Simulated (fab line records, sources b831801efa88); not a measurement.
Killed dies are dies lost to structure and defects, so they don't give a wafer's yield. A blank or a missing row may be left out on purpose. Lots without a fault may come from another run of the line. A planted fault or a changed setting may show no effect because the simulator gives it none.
Problem report in the 8D (eight disciplines) form, filled by code | flow sfq_line | the parts of the form that need people (team, actions taken, sign-off) are left out

1. THE PROBLEM
heater_power_total_W at SFQ_TRILAYER_M6_LITHO_PEB_162 reads a mean of 80.86 W on 5 wafers of 2 lots; wafers without a fault read 79.15 W with a standard deviation of 0.067. That is +25 standard deviations from the usual mean.
The step: peb time 60 s.
First seen on wafer L133.3, day 73 03:07, on litho_track-01. The record holds 41 wafers of 14 lots with a number at this step. Rule for "out", or "out of limits": more than 4 standard deviations from the usual mean. The other wafers with a number count as sound.

2. WHAT IT IS AND WHAT IT IS NOT
question                    | is                                 | is not
which readings at this step | heater_power_total_W, plate_temp_C | -
which lots                  | L133, L137                         | L125, L126, L128, L129, L136, L139, L141, L143, L144, L145, L146, L147
which wafers of those lots  | all that have a number             | -
read on which tools         | litho_track-01                     | litho_track-03, litho_track-04
when                        | from day 73 03:07                  | up to then (12 sound wafers); but 24 sound wafers of L136, L139, L141, L143, L144, L145, L146, L147 came after

3. SUSPECTS, AND WHAT RULES EACH OUT
Counting: a tool at a process step up to the reading stays a suspect if it ran every lot that is out and no sound lot after the first of them.
- litho_track-01 at SFQ_TRILAYER_M6_LITHO_PEB_162 (peb time 60 s): ruled out as a lasting fault. Sound lots L141, L144, L146, L147 ran on it after its first lot that is out, L133 (day 73 03:07).
Left after counting: nothing in the record.

4. THE CAUSE (what the simulator had put in)
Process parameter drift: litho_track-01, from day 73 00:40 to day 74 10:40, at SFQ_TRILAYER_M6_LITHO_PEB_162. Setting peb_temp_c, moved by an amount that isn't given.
Counting ruled it out, wrongly.

5. THE CHAIN OF EFFECTS, in route order
Each row: a reading whose mean over the struck wafers that have a number lies more than 3 standard deviations from the usual. Only readings for which the record gives a usual standard deviation are gone through. hours: the time from each lot's start at the first step in this table that gives one to its start at this step, as a median over the lots. sigmas: the change in usual standard deviations.
hours | step                          | reading              | usual    | on struck wafers | change | sigmas
0     | SFQ_TRILAYER_M6_LITHO_PEB_162 | heater_power_total_W | 79.15 W  | 80.86            | +1.71  | +25
0     | SFQ_TRILAYER_M6_LITHO_PEB_162 | plate_temp_C         | 115.05 C | 117.05           | +2.00  | +14
The process steps in it:
- SFQ_TRILAYER_M6_LITHO_PEB_162: peb time 60 s.

6. WHAT WOULD HAVE CAUGHT IT SOONER
In this record the first reading out of limits was taken at day 73 03:07, 2 hours after the fault began at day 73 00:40.
